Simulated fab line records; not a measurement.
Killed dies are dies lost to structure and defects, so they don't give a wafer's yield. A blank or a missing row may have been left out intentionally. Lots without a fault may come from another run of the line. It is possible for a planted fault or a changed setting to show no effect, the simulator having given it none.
A struck lot beside a sound one || flow sky130 || 20 out of 708 route steps
Sound: wafers L220.1, L220.2, L220.3. Struck: wafers L231.2, L231.3. (L231.1 of the same lot was not struck and is left out.) The cause comes at the end.
Order at every step that has rows: each side's tool, ch and its chambers, its first start. Under that, the readings that differ: sound wafers || struck wafers || difference of the means || sigmas: that difference in standard deviations of wafers without a fault.
alike: a reading whose means differ by less than 2 such deviations, as well as words and numbers matching on both sides. not compared: withheld readings; readings where some wafer has no value; bounds like >300 that might hide an equal value; numbers whose values overlap and for which the record gives no deviation.
Wherever a step has rows on one side only, a row that says differs or no value, or a row with sigmas, the two part there. Non-overlapping numbers with no deviation appear without sigmas and do not part them. A reading missing from all wafers of one side parts the sides only when that side holds two or more wafers.

SKY_GATE_OXIDE_OVL_MEAS_10:
  sound: overlay-01 at day 14 20:42; struck: overlay-02 at day 19 00:36
  alike: GATE_OXIDE_OVL
then, 2 steps without rows for these wafers: SKY_GATE_OXIDE_IMPLANT_11; SKY_GATE_OXIDE_WET_ETCH_12 (etches SiO2 in dHF, target depth 16.8 nm, time 336 s).
SKY_GATE_OXIDE_STRIP_13: strips in O2/N2.
  sound on plasma_asher-04 ch 0,1, day 14 20:59; struck on plasma_asher-03 ch 0, day 19 00:54
{"reading": "strip_time_to_endpoint_s (s)", "sound": "14.09 14.06 14.08", "struck": "14.21 14.20", "difference": "+0.13", "sigmas": "+3"}
  alike: drypump_motor_current_A, oes_product_au
  not compared: rf_hours_counter_h
SKY_GATE_OXIDE_TW_MEAS_14:
  sound: film_metro-03 at day 14 21:05; struck: film_metro-01 at day 19 01:00
  alike: GATE_OXIDE_TW
then, 3 steps without rows for these wafers: SKY_GATE_OXIDE_CLEAN_15 (cleans in SC1/SC2, time 150 s); SKY_GATE_OXIDE_OXIDATION_16 (stabilise 600 s, purge 300 s, target thk 3.57 nm); SKY_POLY_GATE_CVD_00 (deposits poly-Si, target thk 180 nm, time 720 s).
SKY_POLY_GATE_THK_MEAS_01:
  sound: film_metro-04 at day 15 00:10; struck: film_metro-02 at day 19 03:50
  alike: POLY_GATE_CVD_00_THK
then, 3 steps without rows for these wafers: SKY_RES_PROTECT_DEHYDRATE_00 (time 60 s); SKY_RES_PROTECT_HMDS_01 (prime time 60 s); SKY_RES_PROTECT_COAT_02 (resist thk 1140 nm).
SKY_RES_PROTECT_SOFTBAKE_03: time 60 s.
  sound on litho_track-02 ch 0, day 15 14:23; struck on litho_track-04 ch 0, day 19 20:20
{"reading": "heater_power_total_W (W)", "sound": "56.65 56.58 56.63", "struck": "75.00 74.90", "difference": "+18.33", "sigmas": "+99 or more"}
{"reading": "run_length_s (s)", "sound": "89.65 89.69 89.50", "struck": "53.95 54.08", "difference": -35.60, "sigmas": "-99 or more"}
  alike: resist_line_temp_C
then, 2 steps without rows for these wafers: SKY_RES_PROTECT_EXPOSE_04 (exposes mask RPM, target cd 1270 nm); SKY_RES_PROTECT_PEB_05.
SKY_RES_PROTECT_DEVELOP_06: develop time 60 s.
  sound on litho_track-02 ch 0, day 16 04:53; struck on litho_track-04 ch 0, day 20 13:02
{"reading": "model.NOVOLAK_of_RES_PROTECT_COAT_02.thk_nm (nm)", "sound": "1140 1137 1141", "struck": "1165 1164", "difference": "+25", "sigmas": ""}
  alike: resist_line_temp_C
following that, these wafers have no rows for 1 step: SKY_POLY_GATE_IMPLANT_02.
SKY_RES_PROTECT_STRIP_07: strips in O2/N2.
  sound on plasma_asher-01 ch 0,1, day 16 05:11; struck on plasma_asher-01 ch 0, day 20 13:20
{"reading": "strip_time_to_endpoint_s (s)", "sound": "23.21 23.19 23.24", "struck": "23.46 23.44", "difference": "+0.24", "sigmas": "+5"}
  alike: drypump_motor_current_A, oes_product_au
  not compared: rf_hours_counter_h
SKY_RES_PROTECT_TW_MEAS_08:
  sound: film_metro-02 at day 16 05:17; struck: film_metro-04 at day 20 13:26
  alike: POLY_GATE_TW
-- here the record skips 30 days between the struck wafers' starts before and after, leaving off in module RES_PROTECT and picking up in module PAD_OPEN (first step shown: number 708 of the route) --
SKY_PAD_OPEN_PROBE_99:
  rows exist in the record for the struck wafers here (prober-01, day 50 22:10), but not for the sound ones

## WHERE THEY PART
Earliest at SKY_GATE_OXIDE_STRIP_13; latest, in this record, at SKY_PAD_OPEN_PROBE_99.

WHY: what the simulator had put in
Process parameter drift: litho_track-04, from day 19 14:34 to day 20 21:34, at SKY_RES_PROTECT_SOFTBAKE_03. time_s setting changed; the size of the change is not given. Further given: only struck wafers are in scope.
